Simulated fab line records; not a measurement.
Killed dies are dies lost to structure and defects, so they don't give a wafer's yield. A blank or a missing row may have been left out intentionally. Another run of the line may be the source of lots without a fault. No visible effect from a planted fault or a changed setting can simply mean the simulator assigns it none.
fab line records + flow sky130
[record]
- lots = 5
- wafers = 15
- last-day = 49
route steps=708 shown SONOS_TUNNEL@160 SONOS_ONO@168 GATE_OXIDE@187 PAD_OPEN@708
lots that met no fault: from a run of the same line without faults
start-h: the number of hours between the record's first day and the start of the first shown wafer of the lot + wait-h: hours elapsed since this lot's preceding step + " same as the row above + L1.1+2: several wafers, shown together as one row + - no value present, or no start provided + * or withheld: withheld + < > ~ a bound
route shown NAME@n: names a module that has steps shown in the file, with the first one's number in the route + usual: mean and standard deviation over wafers with no fault + same: alike in all rows + chamber/n: place in a boat + sites: the reading at each site + _std_site: the standard deviation of these + _edge_site: the outer-site mean with the inner-site mean subtracted + radius-mm: how far each site lies from the wafer's centre + mask NAME#n: copy n + behind: the tool/chamber that last shaped the wafer + hold: cause of the lot's hold/its duration in hours/its outcome + device: whichever transistor did not switch (one of n, p or np) + end of line: the same wafers' tests at the end of the route + a step without rows: its recipe alone + killed: the dies lost at the first sort to structure and to defects; this is not the yield of the wafer + map: per-die view of a wafer (x killed, . not killed, _ where there is no die)
set.NAME: the setting that was run; set.NAME@STEP: the one run at that earlier step + model.NAME: the simulator's own value behind a step, which no gauge read
lots at some steps of the route; a table a step, a row a wafer
services: from which hour (start-h, from the record's first day; less than 0 if before it) a tool's chamber was out of use, for how many hours, and why
[[steps]]
[step SKY_SONOS_TUNNEL_DEVELOP_06]
[recipe]
- resist = NOVOLAK
- developer = TMAH
- develop-time-s = 60
- dev-temp-c = 23
[step SKY_SONOS_TUNNEL_IMPLANT_09]
[recipe]
- species = B
- energy-kev = 20
- dose-cm2 = 1e+12
- tilt-deg = withheld
[step SKY_SONOS_TUNNEL_WET_ETCH_10]
[recipe]
- chemistry = dHF
- target-depth-nm = 14
- target = SiO2
- dilution = 100:1
- temp-c = 25
- time-s = 280
[step SKY_SONOS_TUNNEL_STRIP_11]
[recipe]
- chemistry = SPM
- time-s = 600
- temp-c = 130
[step SKY_SONOS_TUNNEL_CLEAN_13]
[recipe]
- chemistry = dHF
- time-s = 20
- dilution = 100:1
- dry = ipa-marangoni
[step SKY_SONOS_ONO_OXIDATION_00]
[recipe]
- temp-c = 800
- ambient = O2
- idle-temp-c = 700
- ramp-up-c-per-min = 10
- ramp-down-c-per-min = 3
- stabilise-s = 600
- purge-s = 300
- target-thk-a = 26
- ox-time-s = 1249
[step SKY_SONOS_ONO_CVD_02]
[recipe]
- material = Si3N4
- precursor = DCS/NH3
- target-thk-nm = 10.5
- temp-c = 770
- time-s = 180
- pressure-mtorr = 250
[step SKY_SONOS_ONO_CVD_04]
[recipe]
- material = SiO2
- precursor = SiH4/N2O
- target-thk-nm = 5.7199
- temp-c = 900
- pressure-mtorr = 400
[usual]
- pressure-mtorr = 400.2/0.79
- zone-power-upper-pct = 18.0/0.84
| lot.wafer | tool     | chamber | start-h | wait-h | pressure-mtorr | zone-power-upper-pct | model.SiO2_of_SONOS_ONO_CVD_04.thk-nm |
|-----------|----------|---------|---------|--------|----------------|----------------------|---------------------------------------|
| L493.3    | lpcvd-03 | 1       | 255.05  | 0.0    | 399.8          | 17.1                 | 5.661                                 |
| L493.4    | "        | 1       | "       | "      | 400.0          | 17.0                 | 5.647                                 |
| L493.6    | "        | 1       | "       | "      | 400.7          | 16.8                 | 5.655                                 |
| L497.1    | lpcvd-03 | 1       | 290.57  | 0.1    | 480.1          | 17.1                 | 6.573                                 |
| L497.5    | "        | 1       | "       | "      | 480.2          | 17.1                 | 6.609                                 |
| L497.6    | "        | 1       | "       | "      | 480.6          | 16.9                 | 6.498                                 |
| L498.1    | lpcvd-03 | 0       | 308.08  | 0.1    | 480.4          | 18.7                 | 6.439                                 |
| L498.2    | "        | 0       | "       | "      | 479.8          | 18.8                 | 6.377                                 |
| L498.3    | "        | 0       | "       | "      | 479.2          | 18.5                 | 6.355                                 |
| L499.1    | lpcvd-03 | 1       | 308.08  | 0.1    | 480.0          | 17.0                 | 6.206                                 |
| L499.2    | "        | 1       | "       | "      | 479.0          | 16.9                 | 6.286                                 |
| L499.5    | "        | 1       | "       | "      | 478.8          | 17.0                 | 6.312                                 |
| L509.2    | lpcvd-03 | 0       | 388.30  | 0.0    | 400.1          | 18.8                 | 5.629                                 |
| L509.3    | "        | 0       | "       | "      | 400.9          | 18.6                 | 5.569                                 |
| L509.5    | "        | 0       | "       | "      | 400.2          | 18.9                 | 5.573                                 |
[step SKY_SONOS_ONO_THK_MEAS_05]
[recipe]
- reads = SiO2_of_SONOS_ONO_CVD_04
[usual]
- SONOS_ONO_CVD_04_THK = 5.75/0.11
| lot.wafer | tool          | chamber | start-h | wait-h | SONOS_ONO_CVD_04_THK[nm] |
|-----------|---------------|---------|---------|--------|--------------------------|
| L493.3    | film-metro-04 | -       | 256.32  | 0.0    | 5.65                     |
| L493.4    | "             | -       | "       | "      | 5.61                     |
| L493.6    | "             | -       | "       | "      | 5.59                     |
| L497.1    | film-metro-02 | -       | 291.82  | 0.0    | 6.56                     |
| L497.5    | "             | -       | "       | "      | 6.62                     |
| L497.6    | "             | -       | "       | "      | 6.56                     |
| L498.1    | film-metro-03 | -       | 309.33  | 0.0    | 6.43                     |
| L498.2    | "             | -       | "       | "      | 6.39                     |
| L498.3    | "             | -       | "       | "      | 6.37                     |
| L499.1    | film-metro-03 | -       | 309.39  | 0.1    | 6.24                     |
| L499.2    | "             | -       | "       | "      | 6.27                     |
| L499.5    | "             | -       | "       | "      | 6.26                     |
| L509.2    | film-metro-03 | -       | 389.56  | 0.0    | 5.68                     |
| L509.3    | "             | -       | "       | "      | 5.53                     |
| L509.5    | "             | -       | "       | "      | 5.63                     |
[step SKY_SONOS_ONO_DEHYDRATE_06]
[recipe]
- temp-c = 200
- time-s = 60
[step SKY_SONOS_ONO_HMDS_07]
[recipe]
- prime-time-s = 60
- prime-temp-c = 120
[step SKY_SONOS_ONO_COAT_08]
[recipe]
- resist = NOVOLAK
- spin-rpm = 3000
- resist-thk-nm = 1140
[step SKY_SONOS_ONO_SOFTBAKE_09]
[recipe]
- temp-c = 90
- time-s = 60
- resist = NOVOLAK
[step SKY_SONOS_ONO_EXPOSE_10]
[recipe]
- mask-id = ONOM
- target-cd-nm = 410
- na = 0.6
- source-shape = conventional
- sigma-outer = 0.6
- dose-mj = 150
[step SKY_SONOS_ONO_PEB_11]
[recipe]
- temp-c = withheld
- time-s = *
- resist = NOVOLAK
[step SKY_SONOS_ONO_DEVELOP_12]
[recipe]
- develop-time-s = 60
- dev-temp-c = 23
[step SKY_SONOS_ONO_ETCH_15]
[recipe]
- target-depth-nm = 19.52
- chemistry = CHF3/O2
- source-w = 600
- bias-w = 200
- pressure-mtorr = 40
- chf3-flow-sccm = 50
- O2_flow_sccm = 5
- time-s = 7.8
[step SKY_SONOS_ONO_WET_ETCH_16]
[recipe]
- chemistry = dHF
- target-depth-nm = 14
- dry = n2-spin
- target = SiO2
- dilution = 100:1
- temp-c = 25
- time-s = 280
[step SKY_SONOS_ONO_STRIP_17]
[recipe]
- chemistry = O2/N2
- power-w = 1400
- pressure-mtorr = 1500
- platen-temp-c = withheld
- o2-flow-sccm = 3000
- n2-flow-sccm = 300
- overash-fraction = 0.5
[step SKY_SONOS_ONO_WET_ETCH_18]
[recipe]
- chemistry = H3PO4
- target-depth-nm = 15
- target = Si3N4
- temp-c = 160
- time-s = 172
[step SKY_GATE_OXIDE_CLEAN_00]
[recipe]
- chemistry = SC1/SC2
- mix = 1:4:20
- temp-c = 70
- time-s = 150
- dry = n2-spin
[step SKY_GATE_OXIDE_OXIDATION_01]
[recipe]
- temp-c = 900
- ambient = O2
- stabilise-s = 600
- purge-s = 300
- target-thk-a = 102.68
- ox-time-s = 1473
[step SKY_GATE_OXIDE_DEHYDRATE_03]
[recipe]
- temp-c = 200
- time-s = 60
[step SKY_GATE_OXIDE_HMDS_04]
[recipe]
- prime-time-s = 60
- prime-temp-c = 120
[step SKY_GATE_OXIDE_COAT_05]
[recipe]
- resist = NOVOLAK
- spin-rpm = 3000
- resist-thk-nm = 1140
[step SKY_GATE_OXIDE_SOFTBAKE_06]
[recipe]
- temp-c = 90
- time-s = 60
- resist = NOVOLAK
[step SKY_GATE_OXIDE_EXPOSE_07]
[recipe]
- mask-id = LVOM
- na = 0.6
- source-shape = conventional
- sigma-outer = 0.6
- polarization = unpolarized
- target-cd-nm = 600
- dose-mj = 170
[step SKY_GATE_OXIDE_PEB_08]
[recipe]
- temp-c = withheld
- time-s = *
- resist = NOVOLAK
[step SKY_GATE_OXIDE_DEVELOP_09]
[recipe]
- resist = NOVOLAK
- developer = TMAH
- develop-time-s = 60
- dev-temp-c = 23
[step SKY_GATE_OXIDE_IMPLANT_11]
[recipe]
- species = B
- energy-kev = 10
- dose-cm2 = 2.6e+12
- tilt-deg = withheld
[step SKY_GATE_OXIDE_WET_ETCH_12]
[recipe]
- chemistry = dHF
- target-depth-nm = 16.8
- dry = n2-spin
- target = SiO2
- dilution = 100:1
- temp-c = 25
- time-s = 336
[step SKY_GATE_OXIDE_STRIP_13]
[recipe]
- chemistry = O2/N2
- power-w = 1400
- pressure-mtorr = 1500
- platen-temp-c = withheld
- o2-flow-sccm = 3000
- n2-flow-sccm = 300
- overash-fraction = 0.5
[step SKY_GATE_OXIDE_CLEAN_15]
[recipe]
- chemistry = SC1/SC2
- mix = 1:4:20
- temp-c = 70
- time-s = 150
- dry = n2-spin
| lot.wafer | tool         | chamber | start-h | wait-h | model.SiO2_of_SONOS_ONO_CVD_04.thk-nm |
|-----------|--------------|---------|---------|--------|---------------------------------------|
| L493.3    | wet-bench-04 | 1       | 310.30  | 0.0    | 4.141                                 |
| L493.4    | "            | 1       | "       | "      | 4.126                                 |
| L493.6    | "            | 1       | "       | "      | 4.133                                 |
| L497.1    | wet-bench-03 | 3       | 347.01  | 0.1    | 5.051                                 |
| L497.5    | "            | 3       | "       | "      | 5.089                                 |
| L497.6    | "            | 3       | "       | "      | 4.975                                 |
| L498.1    | wet-bench-02 | 3       | 366.24  | 0.1    | 4.91                                  |
| L498.2    | "            | 3       | "       | "      | 4.847                                 |
| L498.3    | "            | 3       | "       | "      | 4.82                                  |
| L499.1    | wet-bench-03 | 2       | 366.54  | 0.1    | 4.697                                 |
| L499.2    | "            | 2       | "       | "      | 4.783                                 |
| L499.5    | "            | 2       | "       | "      | 4.808                                 |
| L509.2    | wet-bench-02 | 2       | 453.49  | 0.0    | 4.097                                 |
| L509.3    | "            | 2       | "       | "      | 4.032                                 |
| L509.5    | "            | 2       | "       | "      | 4.035                                 |
[step SKY_PAD_OPEN_PROBE_99]
[usual]
- killed_at_M0_to_M3 = 43/6.8
- killed_at_M4_up = 2.9/1.7
- killed-at-contacts = 24/5.4
- killed-at-front-end = 15/4.8
- killed-at-other = 0.3/0.57
- killed-dies = 85/9.4
- killed-open = 47/7.5
- killed-short = 38/5.7
[same]
- gross-dies = 492
- killed-at-back-side = 0
| lot.wafer | tool      | chamber | start-h | wait-h | killed_at_M0_to_M3 | killed_at_M4_up | killed-at-contacts | killed-at-front-end | killed-at-other | killed-dies | killed-open | killed-short | model.etest.sonos-erased.drive-ua-um | model.etest.sonos-uncharged.r-on-ohm-um | model.etest.cap-ono.gate-log10-a-cm2 | model.etest.cap-ono.gate-bv-v | model.etest.cap-ono.tox-acc-nm | model.etest.sonos-programmed.off-log10-a-um | model.etest.sonos-programmed.vt-v | model.etest.sonos-erased.vt-v |
|-----------|-----------|---------|---------|--------|--------------------|-----------------|--------------------|---------------------|-----------------|-------------|-------------|--------------|--------------------------------------|-----------------------------------------|--------------------------------------|-------------------------------|--------------------------------|---------------------------------------------|-----------------------------------|-------------------------------|
| L493.3    | prober-02 | -       | 1070.44 | 0.2    | 48                 | 3               | 19                 | 10                  | 1               | 81          | 37          | 44           | 193.9                                | 809.8                                   | -7.891                               | 16.91                         | 12.87                          | -13.97                                      | 1.478                             | -2.313                        |
| L493.4    | prober-02 | -       | 1070.49 | 0.2    | 43                 | 2               | 29                 | 18                  | 0               | 92          | 47          | 45           | 157.4                                | 800.7                                   | -7.82                                | 16                            | 12.81                          | -13.96                                      | 1.457                             | -2.304                        |
| L493.6    | prober-02 | -       | 1070.59 | 0.2    | 36                 | 0               | 37                 | 18                  | 0               | 91          | 55          | 36           | 189.2                                | 815                                     | -7.814                               | 16.2                          | 12.8                           | -13.93                                      | 1.51                              | -2.321                        |
| L497.1    | prober-01 | -       | 1097.21 | 0.1    | 53                 | 4               | 24                 | 13                  | 0               | 94          | 49          | 45           | 148.1                                | 847.7                                   | -9.2                                 | 17.43                         | 13.85                          | -13.1                                       | 0.9265                            | -1.801                        |
| L497.5    | prober-01 | -       | 1097.41 | 0.2    | 42                 | 4               | 30                 | 14                  | 1               | 91          | 49          | 42           | 123                                  | 842.6                                   | -9.092                               | 17.58                         | 13.8                           | -13.25                                      | 0.9585                            | -1.773                        |
| L497.6    | prober-01 | -       | 1097.46 | 0.2    | 55                 | 4               | 28                 | 15                  | 1               | 103         | 59          | 44           | 118.8                                | 858                                     | -8.954                               | 17.78                         | 13.65                          | -13.65                                      | 1.005                             | -1.825                        |
| L499.1    | prober-02 | -       | 1111.90 | 0.1    | 35                 | 5               | 28                 | 9                   | 0               | 77          | 44          | 33           | 158.3                                | 813.3                                   | -8.894                               | 16.95                         | 13.57                          | -13.84                                      | 1.111                             | -1.974                        |
| L499.2    | prober-02 | -       | 1111.95 | 0.1    | 43                 | 5               | 32                 | 18                  | 0               | 98          | 56          | 42           | 168.7                                | 825.1                                   | -8.773                               | 17.35                         | 13.56                          | -13.62                                      | 1.081                             | -1.997                        |
| L499.5    | prober-02 | -       | 1112.10 | 0.2    | 47                 | 1               | 22                 | 13                  | 0               | 83          | 51          | 32           | 139                                  | 832                                     | -8.858                               | 17.14                         | 13.62                          | -13.73                                      | 1.059                             | -1.927                        |
| L498.1    | prober-01 | -       | 1113.81 | 0.1    | 48                 | 3               | 29                 | 8                   | 0               | 88          | 47          | 41           | 167.8                                | 825.8                                   | -8.764                               | 17.29                         | 13.59                          | -13.67                                      | 1.075                             | -2.025                        |
| L498.2    | prober-01 | -       | 1113.86 | 0.1    | 43                 | 4               | 27                 | 8                   | 0               | 82          | 43          | 39           | 175.2                                | 828.4                                   | -8.595                               | 17.22                         | 13.43                          | -13.75                                      | 1.182                             | -2.082                        |
| L498.3    | prober-01 | -       | 1113.91 | 0.2    | 54                 | 2               | 22                 | 17                  | 0               | 95          | 50          | 45           | 164.3                                | 850.8                                   | -8.691                               | 17.34                         | 13.47                          | -14.01                                      | 1.175                             | -2.025                        |
| L509.2    | prober-02 | -       | 1169.32 | 0.1    | 40                 | 2               | 20                 | 14                  | 0               | 76          | 46          | 30           | 241.6                                | 819.1                                   | -7.699                               | 16.04                         | 12.63                          | -14                                         | 1.639                             | -2.424                        |
| L509.3    | prober-02 | -       | 1169.37 | 0.2    | 44                 | 2               | 25                 | 16                  | 0               | 87          | 43          | 44           | 194.1                                | 807.7                                   | -7.595                               | 16.13                         | 12.59                          | -13.89                                      | 1.62                              | -2.385                        |
| L509.5    | prober-02 | -       | 1169.47 | 0.2    | 31                 | 2               | 26                 | 18                  | 0               | 77          | 37          | 40           | 180.3                                | 799.2                                   | -7.638                               | 16.41                         | 12.72                          | -13.87                                      | 1.568                             | -2.348                        |
// killed by level:class
L493.3 CONTACT:geometric-particle:short=9 VIA1:geometric-particle:open=9 VIA3:geometric-particle:open=9 VIA2:geometric-particle:open=6 METAL1:geometric-particle:short=6 METAL2:geometric-particle:short=6 LOCAL_INTERCONNECT:geometric-particle:short=4 LI_CONTACT:geometric-particle:open=4
L493.4 CONTACT:geometric-particle:open=12 LOCAL_INTERCONNECT:geometric-particle:short=9 VIA1:geometric-particle:short=7 VIA1:geometric-particle:open=7 VIA3:geometric-particle:open=7 FIELD_ISO:geometric-particle:short=5 METAL2:geometric-particle:short=5 VIA2:geometric-particle:open=5
L493.6 CONTACT:geometric-particle:open=15 VIA2:geometric-particle:open=10 LOCAL_INTERCONNECT:geometric-particle:short=9 LI_CONTACT:geometric-particle:open=6 VIA3:geometric-particle:open=6 FIELD_ISO:geometric-particle:open=5 POLY_GATE:geometric-particle:short=5 CONTACT:geometric-particle:short=4
L497.1 VIA1:geometric-particle:open=15 LOCAL_INTERCONNECT:geometric-particle:short=9 VIA2:geometric-particle:open=7 POLY_GATE:geometric-particle:short=6 VIA3:geometric-particle:open=6 LI_CONTACT:geometric-particle:open=6 VIA1:geometric-particle:short=6 METAL1:geometric-particle:short=6
L497.5 VIA1:geometric-particle:open=9 CONTACT:geometric-particle:open=8 METAL1:geometric-particle:short=7 VIA2:geometric-particle:open=7 FIELD_ISO:geometric-particle:short=6 LOCAL_INTERCONNECT:geometric-particle:short=6 LI_CONTACT:geometric-particle:open=5 CONTACT:geometric-particle:short=5
L497.6 METAL1:geometric-particle:short=11 CONTACT:geometric-particle:open=11 VIA1:geometric-particle:open=11 VIA3:geometric-particle:open=9 POLY_GATE:geometric-particle:open=8 VIA1:geometric-particle:short=7 LI_CONTACT:geometric-particle:short=4 LOCAL_INTERCONNECT:geometric-particle:open=4
L499.1 CONTACT:geometric-particle:open=12 CONTACT:geometric-particle:short=7 VIA2:geometric-particle:open=7 VIA3:geometric-particle:open=7 METAL1:geometric-particle:short=5 VIA1:geometric-particle:open=5 FIELD_ISO:geometric-particle:short=3 POLY_GATE:geometric-particle:open=3
L499.2 CONTACT:geometric-particle:open=11 VIA1:geometric-particle:open=11 VIA3:geometric-particle:open=10 VIA1:geometric-particle:short=8 LI_CONTACT:geometric-particle:open=6 CONTACT:geometric-particle:short=6 FIELD_ISO:geometric-particle:open=5 FIELD_ISO:geometric-particle:short=5
L499.5 VIA1:geometric-particle:open=11 VIA3:geometric-particle:open=10 CONTACT:geometric-particle:open=8 LI_CONTACT:geometric-particle:open=5 METAL1:geometric-particle:short=5 METAL1:geometric-particle:open=4 METAL2:geometric-particle:short=4 VIA2:geometric-particle:open=4
L498.1 VIA2:geometric-particle:open=11 LI_CONTACT:geometric-particle:open=9 VIA1:geometric-particle:open=9 VIA1:geometric-particle:short=8 CONTACT:geometric-particle:short=8 CONTACT:geometric-particle:open=7 METAL1:geometric-particle:short=5 METAL2:geometric-particle:short=5
L498.2 VIA1:geometric-particle:open=13 CONTACT:geometric-particle:open=8 LI_CONTACT:geometric-particle:open=7 LOCAL_INTERCONNECT:geometric-particle:short=6 VIA3:geometric-particle:open=6 VIA1:geometric-particle:short=5 VIA3:geometric-particle:short=5 CONTACT:geometric-particle:short=4
L498.3 VIA3:geometric-particle:open=11 VIA1:geometric-particle:open=10 VIA2:geometric-particle:open=7 METAL1:geometric-particle:short=7 POLY_GATE:geometric-particle:short=6 CONTACT:geometric-particle:open=6 VIA1:geometric-particle:short=6 LI_CONTACT:geometric-particle:open=5
L509.2 VIA1:geometric-particle:open=10 CONTACT:geometric-particle:open=9 LI_CONTACT:geometric-particle:open=7 VIA3:geometric-particle:open=6 FIELD_ISO:geometric-particle:open=5 METAL2:geometric-particle:short=5 FIELD_ISO:geometric-particle:short=4 METAL1:geometric-particle:short=4
L509.3 CONTACT:geometric-particle:open=9 VIA1:geometric-particle:open=8 LI_CONTACT:geometric-particle:open=7 VIA3:geometric-particle:open=6 POLY_GATE:geometric-particle:open=5 CONTACT:geometric-particle:short=5 METAL1:geometric-particle:short=5 METAL2:geometric-particle:short=5
L509.5 CONTACT:geometric-particle:open=13 CONTACT:geometric-particle:short=7 VIA1:geometric-particle:open=7 POLY_GATE:geometric-particle:short=5 LI_CONTACT:geometric-particle:open=5 METAL1:geometric-particle:short=5 VIA1:geometric-particle:short=5 VIA3:geometric-particle:short=4
[[services]]
| tool         | chamber | start-h | hours | kind   |
|--------------|---------|---------|-------|--------|
| wet-bench-03 | -       | 265.50  | 33.4  | repair |
[[key]]
[first-sign]
- step = SKY_SONOS_ONO_CVD_04
- reading = pressure-mtorr
- direction = up
- sigmas = 99+
- usual = 400.2
- struck = 479.8
[effect]
- step = SKY_SONOS_ONO_THK_MEAS_05
- reading = SONOS_ONO_CVD_04_THK
- direction = up
- sigmas = 5.8
- usual = 5.75
- struck = 6.41
[model-effect]
- step = SKY_SONOS_ONO_CVD_04
- value = SiO2_of_SONOS_ONO_CVD_04.thk-nm
- without = 5.86
- struck = 6.406
[model-effect]
- step = SKY_GATE_OXIDE_CLEAN_15
- value = SiO2_of_SONOS_ONO_CVD_04.thk-nm
- without = 4.341
- struck = 4.887
[model-effect]
- step = SKY_PAD_OPEN_PROBE_99
- value = etest.sonos-erased.drive-ua-um
- without = 183.3
- struck = 151.5
met-at SKY_SONOS_ONO_CVD_04
struck-wafers L497.1,L497.5,L497.6,L498.1,L498.2,L498.3,L499.1,L499.2,L499.5
tester-left-out L497,L498,L499
onset-between 255.05 290.57
[fault]
- kind = process-parameter-drift
- tool = lpcvd-03
- chamber = -
- onset-h = 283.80
- steps = SKY_SONOS_ONO_CVD_04
- channel = pressure-mtorr
- offset = 80
- shape = step
- end-h = 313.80
- stated = 400
// tester-left-out: of these lots the tester's yield and bins aren't shown, on N5 and GAA mostly nor the transistor test; their killed dies are dies lost to structure and defects alone, not to doping, threshold or leakage, so they don't give the yield
